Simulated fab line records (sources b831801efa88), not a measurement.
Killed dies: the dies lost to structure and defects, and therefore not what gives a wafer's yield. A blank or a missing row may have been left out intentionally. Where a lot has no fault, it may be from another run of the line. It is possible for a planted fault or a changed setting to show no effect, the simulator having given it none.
Which tool was responsible? | flow sky130 | Sampling: 13 lots, 39 wafers, 5 of 708 route steps

WHAT THE GAUGES READ, wafer by wafer
The record holds no reading of a measuring or inspecting step that can be judged against a usual standard deviation.

EACH LOT AND THE TOOL THAT RAN IT (in order: tool; ch and the chambers of the sampled wafers; start)
lot  | SKY_CAPM_SPUTTER_02         | SKY_METAL4_SPUTTER_00       | SKY_METAL5_SPUTTER_04       | SKY_PASSIVATION_CVD_02          | SKY_PAD_OPEN_PROBE_99
L480 | pvdSputter-04, day 36 20:41 | pvdSputter-03, day 40 05:03 | pvdSputter-04, day 43 08:13 | pecvd-01 ch 1,2, day 44 07:14   | -
L481 | pvdSputter-04, day 37 00:01 | pvdSputter-02, day 40 07:59 | pvdSputter-04, day 43 10:08 | pecvd-03 ch 0,1,2, day 44 08:36 | prober-01, day 46 06:11
L482 | pvdSputter-04, day 37 05:23 | pvdSputter-02, day 40 11:41 | pvdSputter-04, day 43 14:09 | pecvd-01 ch 1,2, day 44 12:56   | -
L485 | pvdSputter-01, day 38 06:17 | pvdSputter-02, day 41 12:20 | pvdSputter-01, day 44 13:33 | pecvd-04 ch 0,1, day 45 11:49   | -
L486 | pvdSputter-02, day 38 15:56 | pvdSputter-02, day 41 21:02 | pvdSputter-01, day 44 20:52 | pecvd-01 ch 0,2, day 45 19:05   | -
L487 | pvdSputter-02, day 38 17:40 | pvdSputter-02, day 41 22:10 | pvdSputter-03, day 44 21:34 | pecvd-04 ch 0,1, day 45 19:40   | -
L488 | pvdSputter-02, day 39 06:08 | pvdSputter-01, day 42 10:24 | pvdSputter-04, day 45 07:55 | pecvd-03 ch 0,1,2, day 46 06:19 | -
L489 | pvdSputter-02, day 39 21:20 | pvdSputter-01, day 43 00:25 | pvdSputter-01, day 45 21:43 | pecvd-03 ch 0,1,2, day 46 19:15 | -
L490 | pvdSputter-02, day 40 09:55 | pvdSputter-02, day 43 12:35 | pvdSputter-01, day 46 09:44 | pecvd-01 ch 1,2, day 47 07:04   | prober-01, day 49 00:12
L495 | pvdSputter-04, day 41 10:20 | pvdSputter-02, day 44 10:08 | pvdSputter-03, day 47 05:01 | pecvd-04 ch 1,2, day 48 01:15   | -
L496 | pvdSputter-02, day 41 13:24 | pvdSputter-03, day 44 12:53 | pvdSputter-01, day 47 08:04 | pecvd-04 ch 1, day 48 03:40     | prober-01, day 49 18:21
L498 | pvdSputter-02, day 42 02:26 | pvdSputter-02, day 45 00:14 | pvdSputter-04, day 47 17:34 | pecvd-01 ch 0,2, day 48 13:50   | prober-01, day 50 04:02
L502 | pvdSputter-01, day 43 01:56 | pvdSputter-01, day 45 23:11 | pvdSputter-04, day 48 14:44 | pecvd-04 ch 0,2, day 49 09:29   | -
- SKY_CAPM_SPUTTER_02: material TiN, target thk 200 nm, time 166.7 s.
- SKY_METAL4_SPUTTER_00: material Ti, target thk 15 nm, time 10 s.
- SKY_METAL5_SPUTTER_04: material TiN, target thk 70 nm, time 58.3 s.
- SKY_PASSIVATION_CVD_02: deposits Si3N4, target thk 540 nm.
- SKY_PAD_OPEN_PROBE_99

AS READ BY THE TOOLS THEMSELVES (means over the sampled wafers that have a number; for cases with no such wafer, the mark the record gives instead)
SKY_CAPM_SPUTTER_02.
lot  | tool          | throttleValvePct (%)
L480 | pvdSputter-04 | 30.2
L481 | pvdSputter-04 | 30.3
L482 | pvdSputter-04 | 30.4
L485 | pvdSputter-01 | 30.3
L486 | pvdSputter-02 | 28.5
L487 | pvdSputter-02 | 28.6
L488 | pvdSputter-02 | 28.3
L489 | pvdSputter-02 | 28.5
L490 | pvdSputter-02 | 28.6
L495 | pvdSputter-04 | 30.5
L496 | pvdSputter-02 | 28.6
L498 | pvdSputter-02 | 28.6
L502 | pvdSputter-01 | 30.2

SKY_METAL4_SPUTTER_00.
lot  | tool          | throttleValvePct (%)
L480 | pvdSputter-03 | 29.8
L481 | pvdSputter-02 | 28.7
L482 | pvdSputter-02 | 28.7
L485 | pvdSputter-02 | 28.8
L486 | pvdSputter-02 | 28.5
L487 | pvdSputter-02 | 28.8
L488 | pvdSputter-01 | 30.2
L489 | pvdSputter-01 | 30.4
L490 | pvdSputter-02 | 28.8
L495 | pvdSputter-02 | 28.8
L496 | pvdSputter-03 | 29.4
L498 | pvdSputter-02 | 28.7
L502 | pvdSputter-01 | 30.4

SKY_METAL5_SPUTTER_04.
lot  | tool          | throttleValvePct (%)
L480 | pvdSputter-04 | 30.8
L481 | pvdSputter-04 | 30.5
L482 | pvdSputter-04 | 30.2
L485 | pvdSputter-01 | 30.2
L486 | pvdSputter-01 | 30.5
L487 | pvdSputter-03 | 29.6
L488 | pvdSputter-04 | 30.1
L489 | pvdSputter-01 | 30.6
L490 | pvdSputter-01 | 30.2
L495 | pvdSputter-03 | 28.5
L496 | pvdSputter-01 | 30.1
L498 | pvdSputter-04 | 29.8
L502 | pvdSputter-04 | 29.4

SKY_PASSIVATION_CVD_02.
lot  | tool     | heaterPowerW (W)
L480 | pecvd-01 | 919
L481 | pecvd-03 | 668
L482 | pecvd-01 | 760
L485 | pecvd-04 | 635
L486 | pecvd-01 | 850
L487 | pecvd-04 | 638
L488 | pecvd-03 | 729
L489 | pecvd-03 | 727
L490 | pecvd-01 | 864
L495 | pecvd-04 | 639
L496 | pecvd-04 | 663
L498 | pecvd-01 | 779
L502 | pecvd-04 | 590

SKY_PAD_OPEN_PROBE_99.
lot  | tool      | defectLimitedYield (%) | killed_at_M0_to_M3 | killed_at_M4_up | killedAtContacts | killedAtFrontEnd | killedAtOther | killedDies | killedOpen | killedShort | sort_bin_3_pad_short (%) | sort_bin_5_function (%) | sort_bin_6_memory (%) | sortNPass | sortYieldPct (%)
L481 | prober-01 | 81.8                   | 44                 | 2.7             | 27               | 16               | 0.0           | 90         | 56         | 34          | 0.4                      | 11.0                    | 6.8                   | 402       | 81.8
L490 | prober-01 | 82.6                   | 45                 | 4.3             | 23               | 14               | 0.0           | 86         | 48         | 38          | 0.7                      | 11.5                    | 5.3                   | 406       | 82.6
L496 | prober-01 | 78.3                   | 41                 | 3.0             | 23               | 22               | 17.3          | 107        | 51         | 37          | 1.1                      | 14.0                    | 6.6                   | 385       | 78.3
L498 | prober-01 | 78.3                   | 48                 | 3.0             | 21               | 17               | 17.0          | 107        | 50         | 40          | 1.1                      | 13.1                    | 7.4                   | 385       | 78.3

THE ANSWER, worked out from the rows above alone
Rule: the usual values come from the lots themselves. Put in order of their means at a reading, lots are off if they are a third of the lots or fewer, leave a main group of 4 or more, and stand apart from it by a gap of 3 or more times the standard deviation of the main group's means; of several such gaps the widest counts. A main group whose means are all the same, to the digits that the tables above print for the reading, isn't used. A lot without any number at a reading at which 4 lots or more have one is off too. The other lots that the step has rows for count as sound. After the gauges, taken in route order, come the tools' own readings; for these a lot's mean is taken, as printed above. The first step at which some lot is off is used, and at that step the reading that is off furthest; a lot without a number counts as furthest.
No lot is off on any of the readings shown, so nothing can be concluded from this.

WHAT THE SIMULATOR HAD INSERTED
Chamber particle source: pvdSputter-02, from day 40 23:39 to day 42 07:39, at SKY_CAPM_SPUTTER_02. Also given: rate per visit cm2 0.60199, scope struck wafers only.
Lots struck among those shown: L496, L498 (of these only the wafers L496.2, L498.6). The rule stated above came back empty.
